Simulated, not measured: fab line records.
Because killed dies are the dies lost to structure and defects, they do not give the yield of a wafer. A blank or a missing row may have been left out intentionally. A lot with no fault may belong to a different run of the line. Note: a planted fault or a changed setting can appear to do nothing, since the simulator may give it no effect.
Matching of chambers | flow sky130 | cmp-02 running SKY_VIA4_CMP_02: 4 sister chambers
The step polishes SiO2. 14 wafers are shown with their chamber, then 7 later ones without.

WAFERS WITH THEIR CHAMBER
wafer  | chamber | motor-current-A (A)
L138.2 | 1       | 12.2
L138.3 | 0       | 10.0
L138.4 | 3       | 12.7
L143.2 | 2       | 12.2
L143.4 | 3       | 13.3
L143.6 | 3       | 12.5
L148.1 | 3       | 12.6
L148.3 | 1       | 12.0
L148.6 | 2       | 11.8
L155.1 | 0       | 10.4
L155.2 | 1       | 11.6
L155.5 | 3       | 13.6
L157.1 | 1       | 12.4
L157.3 | 0       | 10.3

SIGNATURES (averages over the wafers above)
reading         | chamber 0 | chamber 1 | chamber 2 | chamber 3 | scatter within a chamber
motor-current-A | 10.233    | 12.050    | 12.000    | 12.940    | 0.381
Rule: a wafer's distance from a chamber is the root of the sum, over the readings, of the square of ((its reading less the chamber's mean) divided by the reading's scatter). If the next closest chamber is less than 2 further off than the closest, the wafer can't be placed; otherwise it belongs to the closest. The scatter is the square root of a quotient: the sum, over the shown wafers, of each reading's squared deviation from its chamber's mean, divided by wafers minus chambers.

WAFERS WHOSE CHAMBER IS MISSING
wafer  | motor-current-A (A)
L157.4 | 12.0
L159.4 | 10.0
L159.5 | 10.5
L159.6 | 12.3
L161.3 | 13.0
L161.5 | 11.6
L161.6 | 13.0

WHICH CHAMBER EACH ONE RAN IN
wafer  | from the rows above          | in truth
L157.4 | can't be placed: 2 or 1      | 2
L159.4 | 0                            | 0
L159.5 | 0                            | 0
L159.6 | can't be placed: 1 or 2 or 3 | 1
L161.3 | 3                            | 3
L161.5 | can't be placed: 2 or 1      | 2
L161.6 | 3                            | 3
Correct placement for 4 of the 7. Unplaceable from these rows: 3, with the true chamber sitting among the candidates in 3. Wrongly placed: 0.
